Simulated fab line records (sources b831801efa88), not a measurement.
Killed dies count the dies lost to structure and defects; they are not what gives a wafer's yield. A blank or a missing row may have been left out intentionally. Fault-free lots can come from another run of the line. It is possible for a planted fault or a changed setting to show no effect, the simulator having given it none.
fab line records	flow sky130
record: lots: 13	wafers: 39	last_day: 50
route steps=708 shown LDD_P@266 LDD_HVP@288 LDD_LDN@297 SD_P@331 PAD_OPEN@708
lots that met no fault: from a run of the same line without faults
start_h: the number of hours between the record's first day and the start of the first shown wafer of the lot	wait_h: how many hours have passed since the lot's step before this one	" repeats the value in the row above	L1.1+2: a single row standing in for several wafers	- either no value or no given start	* or withheld: withheld	< > ~ a bound
route shown NAME@n: NAME is a module with steps in the file, n the number in the route of the first one	usual: mean and standard deviation over wafers with no fault	same: alike in all rows	chamber/n: place in a boat	sites: each site's reading	_std_site: standard deviation of those values	_edge_site: mean of outer sites minus mean of inner sites	radius_mm: how far each site lies from the wafer's centre	mask NAME#n: copy n	behind: the last tool/chamber to shape the wafer	hold: what put the lot on hold/how long, in hours/how the hold closed	device: the transistor (n, p or np) that didn't switch	end of line: at the end of the route, the tests of the same wafers	step lacking rows: just its recipe	killed: dies lost to structure and defects at the first sort, not the wafer's yield	map: a wafer's dies, x killed, . not, _ none there
set.NAME: the setting that was run; set.NAME@STEP: the one run at that earlier step	model.NAME: the simulator's own value behind a step, which no gauge read
a sample of lots followed through the steps of the route, with each step as a table and each wafer as a row
services: a tool's chamber out of use, with start hour (start_h, from the record's first day; less than 0 if before it), hours out, and reason
== steps ==
step: SKY_LDD_P_TW_MEAS_11
usual: LDD_P_TW: 637/7.1
lot.wafer	tool	chamber	start_h	wait_h	LDD_P_TW
L493.2	film_metro-03	-	435.54	0.1	625
L493.4	"	-	"	"	627
L493.5	"	-	"	"	627
L496.2	film_metro-04	-	464.16	0.1	638
L496.4	"	-	"	"	641
L496.6	"	-	"	"	640
L497.2	film_metro-03	-	474.34	0.1	631
L497.5	"	-	"	"	631
L497.6	"	-	"	"	630
L499.1	film_metro-04	-	498.95	0.1	647
L499.4	"	-	"	"	644
L499.5	"	-	"	"	639
L500.1	film_metro-02	-	504.93	0.1	638
L500.2	"	-	"	"	636
L500.4	"	-	"	"	642
L502.1	film_metro-03	-	517.31	0.1	627
L502.3	"	-	"	"	627
L502.4	"	-	"	"	629
L503.1	film_metro-02	-	537.30	0.1	642
L503.3	"	-	"	"	641
L503.5	"	-	"	"	644
L504.3	film_metro-04	-	547.85	0.1	641
L504.4	"	-	"	"	642
L504.6	"	-	"	"	640
L505.1	film_metro-03	-	557.60	0.1	629
L505.2	"	-	"	"	625
L505.5	"	-	"	"	627
L510.2	film_metro-04	-	592.61	0.1	645
L510.3	"	-	"	"	645
L510.6	"	-	"	"	643
L507.1	film_metro-04	-	594.10	0.1	642
L507.4	"	-	"	"	642
L507.5	"	-	"	"	643
L513.3	film_metro-04	-	608.95	0.1	640
L513.5	"	-	"	"	641
L513.6	"	-	"	"	638
L516.2	film_metro-04	-	634.34	0.1	642
L516.4	"	-	"	"	643
L516.5	"	-	"	"	646
step: SKY_LDD_HVP_TW_MEAS_10
usual: LDD_HVP_TW: 456/4.2
lot.wafer	tool	chamber	start_h	wait_h	LDD_HVP_TW
L493.2	film_metro-03	-	496.52	0.1	448
L493.4	"	-	"	"	449
L493.5	"	-	"	"	450
L496.2	film_metro-04	-	525.64	0.1	460
L496.4	"	-	"	"	458
L496.6	"	-	"	"	458
L497.2	film_metro-03	-	536.08	0.1	451
L497.5	"	-	"	"	453
L497.6	"	-	"	"	450
L499.1	film_metro-04	-	559.81	0.1	459
L499.4	"	-	"	"	459
L499.5	"	-	"	"	459
L500.1	film_metro-03	-	565.17	0.1	451
L500.2	"	-	"	"	451
L500.4	"	-	"	"	449
L502.1	film_metro-04	-	577.17	0.1	461
L502.3	"	-	"	"	462
L502.4	"	-	"	"	462
L503.1	film_metro-01	-	596.11	0.1	459
L503.3	"	-	"	"	458
L503.5	"	-	"	"	458
L504.3	film_metro-01	-	606.44	0.1	455
L504.4	"	-	"	"	458
L504.6	"	-	"	"	457
L505.1	film_metro-04	-	616.41	0.1	458
L505.2	"	-	"	"	458
L505.5	"	-	"	"	458
L510.2	film_metro-01	-	650.22	0.1	457
L510.3	"	-	"	"	457
L510.6	"	-	"	"	457
L507.1	film_metro-03	-	652.43	0.1	452
L507.4	"	-	"	"	449
L507.5	"	-	"	"	451
L513.3	film_metro-04	-	667.03	0.1	457
L513.5	"	-	"	"	459
L513.6	"	-	"	"	458
L516.2	film_metro-04	-	690.23	0.1	459
L516.4	"	-	"	"	458
L516.5	"	-	"	"	457
step: SKY_LDD_LDN_IMPLANT_08
recipe: species: As	energy_kev: 15	dose_cm2: 1.25e+13	tilt_deg: withheld	rotation_deg: 23
usual: dose_ions_cm2: 1.25e+13/1.3e+10	faraday_current_uA: 70.7/1.4
lot.wafer	tool	chamber	start_h	wait_h	dose_ions_cm2	faraday_current_uA
L493.2	implanter-03	0	527.43	0.2	1.2487e+13	70.5
L493.4	"	0	"	"	1.2497e+13	70.1
L493.5	"	0	"	"	1.2484e+13	70.6
L496.2	implanter-03	0	554.73	0.0	1.2506e+13	69.8
L496.4	"	0	"	"	1.2493e+13	67.1
L496.6	"	0	"	"	1.2511e+13	69.9
L497.2	implanter-01	0	565.43	0.0	1.251e+13	73.4
L497.5	"	0	"	"	1.2504e+13	71.5
L497.6	"	0	"	"	1.2509e+13	74.1
L499.1	implanter-01	0	589.31	0.0	1.249e+13	72.3
L499.4	"	0	"	"	1.249e+13	70.2
L499.5	"	0	"	"	1.2496e+13	72.7
L500.1	implanter-03	0	594.91	0.0	1.2498e+13	69.7
L500.2	"	0	"	"	1.2501e+13	70.1
L500.4	"	0	"	"	1.2479e+13	71.5
L502.1	implanter-02	0	605.86	0.0	1.2504e+13	70.4
L502.3	"	0	"	"	1.2489e+13	71.0
L502.4	"	0	"	"	1.2512e+13	72.2
L503.1	implanter-02	0	625.66	0.0	1.2479e+13	67.8
L503.3	"	0	"	"	1.2471e+13	69.6
L503.5	"	0	"	"	1.249e+13	72.6
L504.3	implanter-03	0	635.11	0.1	1.2494e+13	69.4
L504.4	"	0	"	"	1.2482e+13	70.2
L504.6	"	0	"	"	1.2497e+13	69.2
L505.1	implanter-01	0	645.11	0.0	1.2497e+13	71.1
L505.2	"	0	"	"	1.2495e+13	72.5
L505.5	"	0	"	"	1.2509e+13	69.9
L510.2	implanter-02	0	677.88	0.0	1.25e+13	69.8
L510.3	"	0	"	"	1.25e+13	70.2
L510.6	"	0	"	"	1.2478e+13	70.9
L507.1	implanter-02	0	680.77	0.0	1.2495e+13	72.0
L507.4	"	0	"	"	1.2502e+13	72.1
L507.5	"	0	"	"	1.249e+13	72.7
L513.3	implanter-02	0	694.51	0.1	4.518e+12	26.0
L513.5	"	0	"	"	4.482e+12	25.5
L513.6	"	0	"	"	4.48e+12	25.5
L516.2	implanter-02	0	718.23	0.0	4.485e+12	25.1
L516.4	"	0	"	"	4.492e+12	25.6
L516.5	"	0	"	"	4.481e+12	25.0
step: SKY_LDD_LDN_TW_MEAS_13
usual: LDD_LDN_TW: 1490/7.6
lot.wafer	tool	chamber	start_h	wait_h	LDD_LDN_TW
L493.2	film_metro-01	-	528.12	0.1	1484
L493.4	"	-	"	"	1495
L493.5	"	-	"	"	1486
L496.2	film_metro-01	-	555.42	0.1	1484
L496.4	"	-	"	"	1487
L496.6	"	-	"	"	1480
L497.2	film_metro-04	-	566.12	0.1	1478
L497.5	"	-	"	"	1485
L497.6	"	-	"	"	1482
L499.1	film_metro-01	-	590.01	0.1	1487
L499.4	"	-	"	"	1479
L499.5	"	-	"	"	1482
L500.1	film_metro-04	-	595.61	0.1	1495
L500.2	"	-	"	"	1497
L500.4	"	-	"	"	1493
L502.1	film_metro-01	-	606.56	0.1	1482
L502.3	"	-	"	"	1482
L502.4	"	-	"	"	1482
L503.1	film_metro-04	-	626.36	0.1	1500
L503.3	"	-	"	"	1489
L503.5	"	-	"	"	1484
L504.3	film_metro-01	-	635.78	0.1	1472
L504.4	"	-	"	"	1482
L504.6	"	-	"	"	1479
L505.1	film_metro-02	-	645.81	0.1	1496
L505.2	"	-	"	"	1496
L505.5	"	-	"	"	1493
L510.2	film_metro-04	-	678.57	0.1	1484
L510.3	"	-	"	"	1493
L510.6	"	-	"	"	1495
L507.1	film_metro-01	-	681.47	0.1	1488
L507.4	"	-	"	"	1490
L507.5	"	-	"	"	1480
L513.3	film_metro-01	-	695.18	0.1	1414
L513.5	"	-	"	"	1404
L513.6	"	-	"	"	1409
L516.2	film_metro-01	-	718.92	0.1	1401
L516.4	"	-	"	"	1412
L516.5	"	-	"	"	1413
step: SKY_SD_P_TW_MEAS_11
usual: SD_P_TW: 2833/32
lot.wafer	tool	chamber	start_h	wait_h	SD_P_TW
L493.2	film_metro-03	-	588.80	0.1	2803
L493.4	"	-	"	"	2802
L493.5	"	-	"	"	2803
L496.2	film_metro-01	-	616.49	0.1	2825
L496.4	"	-	"	"	2827
L496.6	"	-	"	"	2840
L497.2	film_metro-01	-	626.74	0.2	2842
L497.5	"	-	"	"	2834
L497.6	"	-	"	"	2838
L499.1	film_metro-02	-	650.25	0.1	2863
L499.4	"	-	"	"	2872
L499.5	"	-	"	"	2889
L500.1	film_metro-02	-	654.75	0.1	2868
L500.2	"	-	"	"	2886
L500.4	"	-	"	"	2871
L502.1	film_metro-02	-	665.90	0.1	2861
L502.3	"	-	"	"	2869
L502.4	"	-	"	"	2878
L503.1	film_metro-01	-	684.59	0.1	2829
L503.3	"	-	"	"	2847
L503.5	"	-	"	"	2837
L504.3	film_metro-02	-	695.45	0.1	2869
L504.4	"	-	"	"	2855
L504.6	"	-	"	"	2869
L505.1	film_metro-03	-	703.64	0.1	2781
L505.2	"	-	"	"	2782
L505.5	"	-	"	"	2778
L510.2	film_metro-02	-	735.76	0.1	2848
L510.3	"	-	"	"	2841
L510.6	"	-	"	"	2849
L507.1	film_metro-03	-	739.63	0.1	2792
L507.4	"	-	"	"	2805
L507.5	"	-	"	"	2800
L513.3	film_metro-03	-	752.57	0.1	2775
L513.5	"	-	"	"	2801
L513.6	"	-	"	"	2779
L516.2	film_metro-02	-	776.14	0.1	2876
L516.4	"	-	"	"	2851
L516.5	"	-	"	"	2864
step: SKY_PAD_OPEN_PROBE_99
usual: killed_at_M0_to_M3: 43/7.7	killed_at_M4_up: 3.4/1.9	killed_at_contacts: 25/5.6	killed_at_front_end: 14/4.3	killed_at_other: 0.2/0.5	killed_dies: 86/10	killed_open: 47/7.2	killed_short: 39/6.7
same: gross_dies: 492	killed_at_back_side: 0
lot.wafer	tool	chamber	start_h	wait_h	killed_at_M0_to_M3	killed_at_M4_up	killed_at_contacts	killed_at_front_end	killed_at_other	killed_dies	killed_open	killed_short
L507.1	prober-02	-	1178.29	0.1	55	3	20	12	0	90	47	43
L507.4	prober-02	-	1178.44	0.2	40	5	28	18	0	91	45	46
L507.5	prober-02	-	1178.49	0.2	43	2	32	16	0	93	48	45
killed by level:class
L507.1 CONTACT:geometric_particle:open=9 VIA2:geometric_particle:open=9 VIA1:geometric_particle:open=7 VIA1:geometric_particle:short=6 METAL1:geometric_particle:short=6 METAL2:geometric_particle:short=6 VIA3:geometric_particle:short=5 VIA3:geometric_particle:open=4
L507.4 CONTACT:geometric_particle:open=10 LI_CONTACT:geometric_particle:open=9 FIELD_ISO:geometric_particle:short=7 METAL1:geometric_particle:short=7 VIA2:geometric_particle:open=7 VIA1:geometric_particle:open=7 VIA1:geometric_particle:short=5 METAL2:geometric_particle:short=5
L507.5 VIA1:geometric_particle:open=12 CONTACT:geometric_particle:open=9 LI_CONTACT:geometric_particle:open=7 VIA1:geometric_particle:short=7 LOCAL_INTERCONNECT:geometric_particle:short=6 CONTACT:geometric_particle:short=5 METAL2:geometric_particle:short=5 FIELD_ISO:geometric_particle:open=4
== services ==
tool	chamber	start_h	hours	kind
implanter-03	-	520.27	6.3	repair
implanter-01	-	553.22	3.3	pm
implanter-02	-	586.76	15.3	pm
implanter-01	-	590.97	3.2	repair
implanter-03	-	652.73	2.9	pm
== key ==
first_sign: step: SKY_LDD_LDN_IMPLANT_08	reading: dose_ions_cm2	direction: down	sigmas: 99+	usual: *	struck: *
effect: step: SKY_LDD_LDN_IMPLANT_08	reading: faraday_current_uA	direction: down	sigmas: 32	usual: 70.7	struck: 25.5
effect: step: SKY_LDD_LDN_TW_MEAS_13	reading: LDD_LDN_TW	direction: down	sigmas: 11	usual: 1490	struck: 1409
met_at SKY_LDD_LDN_IMPLANT_08
struck_lots L513,L516
tester_left_out L513,L516
not_acting_at SKY_LDD_P_TW_MEAS_11,SKY_LDD_HVP_TW_MEAS_10,SKY_SD_P_TW_MEAS_11
onset_between 680.77 694.51
fault: kind: process_parameter_drift	tool: implanter-02	chamber: -	onset_h: 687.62	steps: SKY_LDD_LDN_IMPLANT_08	channel: dose_cm2	offset: *	shape: step	end_h: 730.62	acts_in: *	stated: *
tester_left_out: of these lots the tester's yield and bins aren't shown, on N5 and GAA mostly nor the transistor test; their killed dies are dies lost to structure and defects alone, not to doping, threshold or leakage, so they don't give the yield
